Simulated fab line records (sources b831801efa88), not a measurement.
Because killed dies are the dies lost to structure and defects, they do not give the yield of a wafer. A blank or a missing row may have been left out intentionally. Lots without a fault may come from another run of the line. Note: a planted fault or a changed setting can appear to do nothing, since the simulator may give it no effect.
A lot that was struck, set against a sound lot | flow sky130 | 14 out of 708 route steps
Sound: the wafers L988.3, L988.4, L988.5. The struck wafers were L987.1, L987.2, L987.4. At the end, the cause is stated.
At each step with rows: each side's tool, then ch and its chambers, then its first start. Under that, the readings that differ: sound wafers | struck wafers | difference of the means | sigmas: that difference in standard deviations of wafers without a fault.
alike: readings whose means differ by less than 2 such deviations, and words and numbers that are the same on both sides. not compared: withheld readings, readings that some wafer has no value for, bounds like >300 that may hide the same value, and numbers for which the record gives no deviation and whose values overlap.
Wherever a step has rows on one side only, a row that says differs or no value, or a row with sigmas, the two part there. Numbers that don't overlap but have no deviation are shown without sigmas and don't part them. A reading that every wafer of one side lacks parts them only if that side has two wafers or more.

SKY_VIA2_CD_MEAS_12: target cd 200 nm.
  sound on cdSem-01 at day 42 07:13; struck on cdSem-02 at day 42 08:06
  alike: cdNm
SKY_VIA2_OVL_MEAS_13:
  sound on overlay-02 at day 42 07:19; struck on overlay-01 at day 42 08:13
  alike: VIA2_OVL
SKY_VIA2_ETCH_14: etches BARC in N2/H2, stops on SiO2, time 45.9 s, target depth 60 nm.
  sound on rieDiel-02 ch 0,1,3, day 42 07:20; struck on rieDiel-04 ch 0,2,3, day 42 08:16
  alike: biasW, chamberPressureMTorr, drypumpMotorCurrentA, oesProductAu, throttleValvePct
  not compared: rfHoursCounterH
SKY_VIA2_ETCH_15: etches SiO2 in C4F8/O2/Ar, stops on TiN, target depth 546 nm, time 84 s.
  sound on rieDiel-02 ch 0,1,3, day 42 07:23; struck on rieDiel-04 ch 0,2,3, day 42 08:18
  alike: biasW, chamberPressureMTorr, oesProductAu
SKY_VIA2_STRIP_16: strips in O2/N2.
  sound on plasmaAsher-04 ch 0,1, day 42 07:28; struck on plasmaAsher-01 ch 0,1, day 42 08:22
reading                  | sound       | struck      | difference | sigmas
drypumpMotorCurrentA (A) | 5.6 5.4 5.6 | 6.3 6.2 6.2 | +0.7       | +2
  alike: chamberPressureMTorr, oesProductAu, stripTimeToEndpointS
  not compared: rfHoursCounterH
then, 3 steps without rows for these wafers: SKY_VIA2_STRIP_17 (strips in post etch residue remover, time 1200 s); SKY_VIA2_CLEAN_18 (cleans in IPA, time 180 s); SKY_VIA2_CLEAN_19 (cleans in O3/DIW).
SKY_VIA2_SPUTTER_20: material TiN, target thk 20 nm, time 80 s.
  sound on pvdSputter-04 at day 42 08:02; struck on pvdSputter-04 at day 42 08:58
  alike: throttleValvePct
SKY_VIA2_CVD_21: deposits W, target thk 420 nm, time 126.4 s.
  sound on cvdW-01 ch 0,1, day 42 08:08; struck on cvdW-01 ch 0,1, day 42 09:01
  alike: heaterPowerOuterW, heaterPowerW
SKY_VIA2_RS_MEAS_22: the measuring method here is four-point-probe.
  sound on filmMetro-03 at day 42 08:18; struck on filmMetro-01 at day 42 09:09
  alike: VIA2_W_RS
SKY_VIA2_THK_MEAS_23: measures by xrf.
  sound on filmMetro-03 at day 42 08:24; struck on filmMetro-01 at day 42 09:16
  alike: VIA2_W_THK
SKY_VIA2_CMP_24: polishes, stops on SiO2, t overpolish 20 s, target thk 0 nm.
  sound on cmp-02 ch 1,2,3, day 42 08:26; struck on cmp-01 ch 0,2,3, day 42 09:20
reading             | sound                | struck            | difference | sigmas
overpolishRunS (s)  | 20.011 20.008 20.005 | 0.053 0.045 0.044 | -19.961    | -99 or more
timeToEndpointS (s) | 102 107 109          | 159 156 159       | +52        | +10
  alike: motorCurrentA
-- the record jumps here: 8 days lie between the struck wafers' starts before and after (it left off in module VIA2 and takes up again in module PAD_OPEN, whose first step shown is number 708 of the route) --
SKY_PAD_OPEN_PROBE_99:
  sound on prober-01 at day 50 07:53; struck on prober-01 at day 50 09:40
reading                  | sound          | struck         | difference | sigmas
defectLimitedYield (%)   | 85.2 82.5 84.6 | 0 0 0          | -84        | -42
killed_at_M0_to_M3       | 41 45 35       | 454 448 453    | +411       | +56
killedDies               | 73 86 76       | 492 492 492    | +414       | +41
killedOnRim              | 15 23 18       | 96 96 96       | +77        | +20
sort_bin_3_pad_short (%) | 0.8 0.6 1.0    | 85.2 83.1 83.7 | +83.2      | +99 or more
sortNPass                | 419 406 416    | 0 0 0          | -414       | -41
sortYieldPct (%)         | 85.2 82.5 84.6 | 0 0 0          | -84        | -42
  alike: killed_at_M4_up, killedAtContacts, killedAtFrontEnd, killedAtOther, killedOpen, killedShort, sort_bin_5_function, sort_bin_6_memory

WHERE THEY PART
Earliest at SKY_VIA2_STRIP_16; latest, in this record, at SKY_PAD_OPEN_PROBE_99.

WHY: what the simulator had put in
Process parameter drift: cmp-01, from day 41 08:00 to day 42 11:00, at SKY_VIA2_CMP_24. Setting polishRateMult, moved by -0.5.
